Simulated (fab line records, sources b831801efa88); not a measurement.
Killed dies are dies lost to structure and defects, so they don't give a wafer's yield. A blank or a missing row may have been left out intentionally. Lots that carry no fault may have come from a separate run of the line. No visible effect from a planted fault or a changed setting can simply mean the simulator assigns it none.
Which tool did it? || flow sky130 || Sampling: 12 lots, 36 wafers, 6 of 708 route steps

WHAT EACH GAUGE READ, for each wafer
SKY_CONTACT_THK_MEAS_03. Usual: CONTACT_HDPCVD_THK typically reads 568 nm, with standard deviation 5.5.
{"lot": "L348", "measured": "day 30 14:50", "on": "film_metro-01", "CONTACT_HDPCVD_THK (nm)": "560 561 566", "flag": ""}
{"lot": "L349", "measured": "day 30 18:27", "on": "film_metro-01", "CONTACT_HDPCVD_THK (nm)": "563 564 560", "flag": ""}
{"lot": "L352", "measured": "day 31 19:20", "on": "film_metro-01", "CONTACT_HDPCVD_THK (nm)": "569 561 558", "flag": ""}
{"lot": "L353", "measured": "day 32 11:49", "on": "film_metro-01", "CONTACT_HDPCVD_THK (nm)": "564 572 563", "flag": ""}
{"lot": "L355", "measured": "day 33 01:44", "on": "film_metro-04", "CONTACT_HDPCVD_THK (nm)": "576 575 571", "flag": ""}
{"lot": "L356", "measured": "day 33 09:51", "on": "film_metro-03", "CONTACT_HDPCVD_THK (nm)": "564 565 568", "flag": ""}
{"lot": "L359", "measured": "day 34 13:04", "on": "film_metro-03", "CONTACT_HDPCVD_THK (nm)": "566 566 560", "flag": ""}
{"lot": "L365", "measured": "day 36 02:54", "on": "film_metro-01", "CONTACT_HDPCVD_THK (nm)": "677 686 676", "flag": "OFF"}
{"lot": "L366", "measured": "day 36 10:20", "on": "film_metro-04", "CONTACT_HDPCVD_THK (nm)": "679 686 682", "flag": "OFF"}
{"lot": "L367", "measured": "day 36 16:49", "on": "film_metro-01", "CONTACT_HDPCVD_THK (nm)": "578 570 568", "flag": ""}
{"lot": "L368", "measured": "day 37 03:18", "on": "film_metro-01", "CONTACT_HDPCVD_THK (nm)": "573 570 562", "flag": ""}
{"lot": "L369", "measured": "day 37 06:11", "on": "film_metro-01", "CONTACT_HDPCVD_THK (nm)": "568 566 563", "flag": ""}

SKY_CONTACT_BOW_MEAS_05. Usual: CONTACT_BOW typically reads 83 um, with standard deviation 6.6.
{"lot": "L348", "measured": "day 30 15:13", "on": "film_metro-04", "CONTACT_BOW (um)": "89 81 77", "flag": ""}
{"lot": "L349", "measured": "day 30 18:49", "on": "film_metro-01", "CONTACT_BOW (um)": "88 77 83", "flag": ""}
{"lot": "L352", "measured": "day 31 19:41", "on": "film_metro-01", "CONTACT_BOW (um)": "89 79 80", "flag": ""}
{"lot": "L353", "measured": "day 32 12:11", "on": "film_metro-01", "CONTACT_BOW (um)": "75 84 70", "flag": ""}
{"lot": "L355", "measured": "day 33 02:07", "on": "film_metro-01", "CONTACT_BOW (um)": "83 87 89", "flag": ""}
{"lot": "L356", "measured": "day 33 10:35", "on": "film_metro-01", "CONTACT_BOW (um)": "82 95 86", "flag": ""}
{"lot": "L359", "measured": "day 34 13:26", "on": "film_metro-01", "CONTACT_BOW (um)": "79 78 96", "flag": ""}
{"lot": "L365", "measured": "day 36 03:16", "on": "film_metro-03", "CONTACT_BOW (um)": "85 80 91", "flag": ""}
{"lot": "L366", "measured": "day 36 10:43", "on": "film_metro-04", "CONTACT_BOW (um)": "77 80 88", "flag": ""}
{"lot": "L367", "measured": "day 36 17:11", "on": "film_metro-04", "CONTACT_BOW (um)": "96 82 69", "flag": ""}
{"lot": "L368", "measured": "day 37 03:40", "on": "film_metro-03", "CONTACT_BOW (um)": "76 90 78", "flag": ""}
{"lot": "L369", "measured": "day 37 06:34", "on": "film_metro-01", "CONTACT_BOW (um)": "85 78 75", "flag": ""}

WHICH TOOL RAN EACH LOT (tool, then ch and the chambers of the sampled wafers, then the start)
{"lot": "L348", "SKY_LI_CONTACT_SPUTTER_20": "pvd_sputter-04, day 29 08:35", "SKY_LI_CONTACT_CVD_21": "cvd_w-02 ch 1, day 29 08:39", "SKY_CONTACT_HDPCVD_02": "hdpcvd-01 ch 0,2, day 30 14:47", "SKY_CONTACT_CMP_04": "cmp-02 ch 1,3, day 30 14:58"}
{"lot": "L349", "SKY_LI_CONTACT_SPUTTER_20": "pvd_sputter-03, day 29 12:50", "SKY_LI_CONTACT_CVD_21": "cvd_w-01 ch 0,1, day 29 12:53", "SKY_CONTACT_HDPCVD_02": "hdpcvd-01 ch 0,1,2, day 30 18:23", "SKY_CONTACT_CMP_04": "cmp-01 ch 0,1,3, day 30 18:31"}
{"lot": "L352", "SKY_LI_CONTACT_SPUTTER_20": "pvd_sputter-04, day 30 14:31", "SKY_LI_CONTACT_CVD_21": "cvd_w-02 ch 0,1, day 30 14:35", "SKY_CONTACT_HDPCVD_02": "hdpcvd-01 ch 0,1, day 31 19:16", "SKY_CONTACT_CMP_04": "cmp-02 ch 0,1,2, day 31 19:29"}
{"lot": "L353", "SKY_LI_CONTACT_SPUTTER_20": "pvd_sputter-01, day 31 07:02", "SKY_LI_CONTACT_CVD_21": "cvd_w-01 ch 0,1, day 31 07:05", "SKY_CONTACT_HDPCVD_02": "hdpcvd-02 ch 0,1, day 32 11:45", "SKY_CONTACT_CMP_04": "cmp-02 ch 0,2,3, day 32 11:53"}
{"lot": "L355", "SKY_LI_CONTACT_SPUTTER_20": "pvd_sputter-03, day 31 20:39", "SKY_LI_CONTACT_CVD_21": "cvd_w-02 ch 0,1, day 31 20:45", "SKY_CONTACT_HDPCVD_02": "hdpcvd-02 ch 0,1,2, day 33 01:40", "SKY_CONTACT_CMP_04": "cmp-02 ch 0,1,2, day 33 01:55"}
{"lot": "L356", "SKY_LI_CONTACT_SPUTTER_20": "pvd_sputter-01, day 32 04:41", "SKY_LI_CONTACT_CVD_21": "cvd_w-02 ch 0,1, day 32 04:44", "SKY_CONTACT_HDPCVD_02": "hdpcvd-02 ch 0,2, day 33 09:47", "SKY_CONTACT_CMP_04": "cmp-02 ch 1,2,3, day 33 10:17"}
{"lot": "L359", "SKY_LI_CONTACT_SPUTTER_20": "pvd_sputter-04, day 33 08:53", "SKY_LI_CONTACT_CVD_21": "cvd_w-01 ch 0,1, day 33 08:56", "SKY_CONTACT_HDPCVD_02": "hdpcvd-01 ch 0,1,2, day 34 12:59", "SKY_CONTACT_CMP_04": "cmp-02 ch 0,1,3, day 34 13:07"}
{"lot": "L365", "SKY_LI_CONTACT_SPUTTER_20": "pvd_sputter-04, day 34 22:41", "SKY_LI_CONTACT_CVD_21": "cvd_w-01 ch 1, day 34 22:44", "SKY_CONTACT_HDPCVD_02": "hdpcvd-01 ch 0,1,2, day 36 02:50", "SKY_CONTACT_CMP_04": "cmp-01 ch 0,1,3, day 36 02:58"}
{"lot": "L366", "SKY_LI_CONTACT_SPUTTER_20": "pvd_sputter-04, day 35 05:57", "SKY_LI_CONTACT_CVD_21": "cvd_w-02 ch 0,1, day 35 06:03", "SKY_CONTACT_HDPCVD_02": "hdpcvd-01 ch 1,2, day 36 10:15", "SKY_CONTACT_CMP_04": "cmp-01 ch 0,3, day 36 10:23"}
{"lot": "L367", "SKY_LI_CONTACT_SPUTTER_20": "pvd_sputter-04, day 35 12:38", "SKY_LI_CONTACT_CVD_21": "cvd_w-02 ch 0,1, day 35 12:43", "SKY_CONTACT_HDPCVD_02": "hdpcvd-02 ch 0,1,2, day 36 16:44", "SKY_CONTACT_CMP_04": "cmp-02 ch 1,2,3, day 36 16:55"}
{"lot": "L368", "SKY_LI_CONTACT_SPUTTER_20": "pvd_sputter-01, day 35 23:12", "SKY_LI_CONTACT_CVD_21": "cvd_w-01 ch 0,1, day 35 23:16", "SKY_CONTACT_HDPCVD_02": "hdpcvd-02 ch 0,1, day 37 03:14", "SKY_CONTACT_CMP_04": "cmp-01 ch 0,3, day 37 03:22"}
{"lot": "L369", "SKY_LI_CONTACT_SPUTTER_20": "pvd_sputter-04, day 36 01:47", "SKY_LI_CONTACT_CVD_21": "cvd_w-02 ch 0, day 36 01:50", "SKY_CONTACT_HDPCVD_02": "hdpcvd-02 ch 1,2, day 37 06:07", "SKY_CONTACT_CMP_04": "cmp-02 ch 0,1,2, day 37 06:20"}
- SKY_LI_CONTACT_SPUTTER_20: material TiN, target thk 20 nm, time 80 s.
- SKY_LI_CONTACT_CVD_21: deposits W, target thk 400 nm, time 120.56 s.
- SKY_CONTACT_HDPCVD_02: deposits SiO2, target thk 565 nm, time 94.2 s.
- SKY_CONTACT_CMP_04: polishes SiO2.

AS READ BY THE TOOLS THEMSELVES (means over the sampled wafers that have a number; for cases with no such wafer, the mark the record gives instead)
SKY_LI_CONTACT_SPUTTER_20. Usual: throttle_valve_pct at 29.9 %, with a standard deviation of 0.64.
{"lot": "L348", "tool": "pvd_sputter-04", "throttle_valve_pct (%)": 30.5, "flag": ""}
{"lot": "L349", "tool": "pvd_sputter-03", "throttle_valve_pct (%)": 29.3, "flag": ""}
{"lot": "L352", "tool": "pvd_sputter-04", "throttle_valve_pct (%)": 30.0, "flag": ""}
{"lot": "L353", "tool": "pvd_sputter-01", "throttle_valve_pct (%)": 30.2, "flag": ""}
{"lot": "L355", "tool": "pvd_sputter-03", "throttle_valve_pct (%)": 29.8, "flag": ""}
{"lot": "L356", "tool": "pvd_sputter-01", "throttle_valve_pct (%)": 30.2, "flag": ""}
{"lot": "L359", "tool": "pvd_sputter-04", "throttle_valve_pct (%)": 30.3, "flag": ""}
{"lot": "L365", "tool": "pvd_sputter-04", "throttle_valve_pct (%)": 30.1, "flag": ""}
{"lot": "L366", "tool": "pvd_sputter-04", "throttle_valve_pct (%)": 29.9, "flag": ""}
{"lot": "L367", "tool": "pvd_sputter-04", "throttle_valve_pct (%)": 30.1, "flag": ""}
{"lot": "L368", "tool": "pvd_sputter-01", "throttle_valve_pct (%)": 30.8, "flag": ""}
{"lot": "L369", "tool": "pvd_sputter-04", "throttle_valve_pct (%)": 30.2, "flag": ""}

SKY_LI_CONTACT_CVD_21. Usual: heater_power_w at 899 W, with a standard deviation of 130.
{"lot": "L348", "tool": "cvd_w-02", "heater_power_w (W)": 702, "flag": ""}
{"lot": "L349", "tool": "cvd_w-01", "heater_power_w (W)": 987, "flag": ""}
{"lot": "L352", "tool": "cvd_w-02", "heater_power_w (W)": 874, "flag": ""}
{"lot": "L353", "tool": "cvd_w-01", "heater_power_w (W)": 938, "flag": ""}
{"lot": "L355", "tool": "cvd_w-02", "heater_power_w (W)": 791, "flag": ""}
{"lot": "L356", "tool": "cvd_w-02", "heater_power_w (W)": 886, "flag": ""}
{"lot": "L359", "tool": "cvd_w-01", "heater_power_w (W)": 944, "flag": ""}
{"lot": "L365", "tool": "cvd_w-01", "heater_power_w (W)": 1059, "flag": ""}
{"lot": "L366", "tool": "cvd_w-02", "heater_power_w (W)": 895, "flag": ""}
{"lot": "L367", "tool": "cvd_w-02", "heater_power_w (W)": 790, "flag": ""}
{"lot": "L368", "tool": "cvd_w-01", "heater_power_w (W)": 938, "flag": ""}
{"lot": "L369", "tool": "cvd_w-02", "heater_power_w (W)": 971, "flag": ""}

SKY_CONTACT_HDPCVD_02. Usual: sih4_flow_sccm at 60.00 sccm, with a standard deviation of 0.18.
{"lot": "L348", "tool": "hdpcvd-01", "sih4_flow_sccm (sccm)": 59.99, "flag": ""}
{"lot": "L349", "tool": "hdpcvd-01", "sih4_flow_sccm (sccm)": 59.97, "flag": ""}
{"lot": "L352", "tool": "hdpcvd-01", "sih4_flow_sccm (sccm)": 60.10, "flag": ""}
{"lot": "L353", "tool": "hdpcvd-02", "sih4_flow_sccm (sccm)": 60.09, "flag": ""}
{"lot": "L355", "tool": "hdpcvd-02", "sih4_flow_sccm (sccm)": 60.15, "flag": ""}
{"lot": "L356", "tool": "hdpcvd-02", "sih4_flow_sccm (sccm)": 60.14, "flag": ""}
{"lot": "L359", "tool": "hdpcvd-01", "sih4_flow_sccm (sccm)": 60.03, "flag": ""}
{"lot": "L365", "tool": "hdpcvd-01", "sih4_flow_sccm (sccm)": 71.98, "flag": "OFF"}
{"lot": "L366", "tool": "hdpcvd-01", "sih4_flow_sccm (sccm)": 72.11, "flag": "OFF"}
{"lot": "L367", "tool": "hdpcvd-02", "sih4_flow_sccm (sccm)": 60.03, "flag": ""}
{"lot": "L368", "tool": "hdpcvd-02", "sih4_flow_sccm (sccm)": 60.04, "flag": ""}
{"lot": "L369", "tool": "hdpcvd-02", "sih4_flow_sccm (sccm)": 59.94, "flag": ""}

SKY_CONTACT_CMP_04. Usual: motor_current_A 12.7 A, standard deviation 1.6; time_to_endpoint_s 81 s, standard deviation 4.5.
{"lot": "L348", "tool": "cmp-02", "motor_current_A (A)": 12.6, "time_to_endpoint_s (s)": 85, "flag": ""}
{"lot": "L349", "tool": "cmp-01", "motor_current_A (A)": 11.7, "time_to_endpoint_s (s)": 81, "flag": ""}
{"lot": "L352", "tool": "cmp-02", "motor_current_A (A)": 12.4, "time_to_endpoint_s (s)": 85, "flag": ""}
{"lot": "L353", "tool": "cmp-02", "motor_current_A (A)": 14.0, "time_to_endpoint_s (s)": 79, "flag": ""}
{"lot": "L355", "tool": "cmp-02", "motor_current_A (A)": 12.4, "time_to_endpoint_s (s)": 80, "flag": ""}
{"lot": "L356", "tool": "cmp-02", "motor_current_A (A)": 13.8, "time_to_endpoint_s (s)": 81, "flag": ""}
{"lot": "L359", "tool": "cmp-02", "motor_current_A (A)": 13.0, "time_to_endpoint_s (s)": 78, "flag": ""}
{"lot": "L365", "tool": "cmp-01", "motor_current_A (A)": 11.7, "time_to_endpoint_s (s)": 123, "flag": "OFF"}
{"lot": "L366", "tool": "cmp-01", "motor_current_A (A)": 11.4, "time_to_endpoint_s (s)": 125, "flag": "OFF"}
{"lot": "L367", "tool": "cmp-02", "motor_current_A (A)": 13.5, "time_to_endpoint_s (s)": 76, "flag": ""}
{"lot": "L368", "tool": "cmp-01", "motor_current_A (A)": 10.9, "time_to_endpoint_s (s)": 83, "flag": ""}
{"lot": "L369", "tool": "cmp-02", "motor_current_A (A)": 12.3, "time_to_endpoint_s (s)": 77, "flag": ""}

THE ANSWER, worked out from the rows above alone
Rule: lot off if the mean of its wafers having a number is beyond 3 standard deviations from the usual mean. Also off: a lot with no number at a reading for which 4 or more lots have one. Any other lot the step has rows for is counted as sound. Order of review: gauges by route order, followed by the tools' own readings, for which a lot's mean as printed above is used. At the first step where some lot is off, the reading lying furthest off is the one used; lots without a number count as furthest.
Off: L365, L366, at SKY_CONTACT_THK_MEAS_03 (CONTACT_HDPCVD_THK).
If a tool, at a process step before that reading, ran all the lots that are off and no sound lot after the first of them, it fits. Not tried: the gauges at SKY_CONTACT_THK_MEAS_03; whatever is off there is also off at SKY_CONTACT_HDPCVD_02, on other tools, and gauge error can't account for it. One candidate fits, namely hdpcvd-01 at SKY_CONTACT_HDPCVD_02. Its last sound lot is L359 (day 34 12:59), its first lot that is off L365 (day 36 02:50): a fault that began between those two fits.
The tool's own readings at SKY_CONTACT_HDPCVD_02 bear it out: on the lots that are off they differ by more than 5 times the standard deviation of the sound lots' means. sih4_flow_sccm reads 72.05 sccm there against 60.05 sccm on the sound lots.

WHAT THE SIMULATOR HAD INSERTED
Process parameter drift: hdpcvd-01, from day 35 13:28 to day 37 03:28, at SKY_CONTACT_HDPCVD_02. Setting sih4_flow_sccm shifted by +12 from 60. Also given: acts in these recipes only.
Shown lots that were struck: L365, L366. This agrees with what the rule above found.
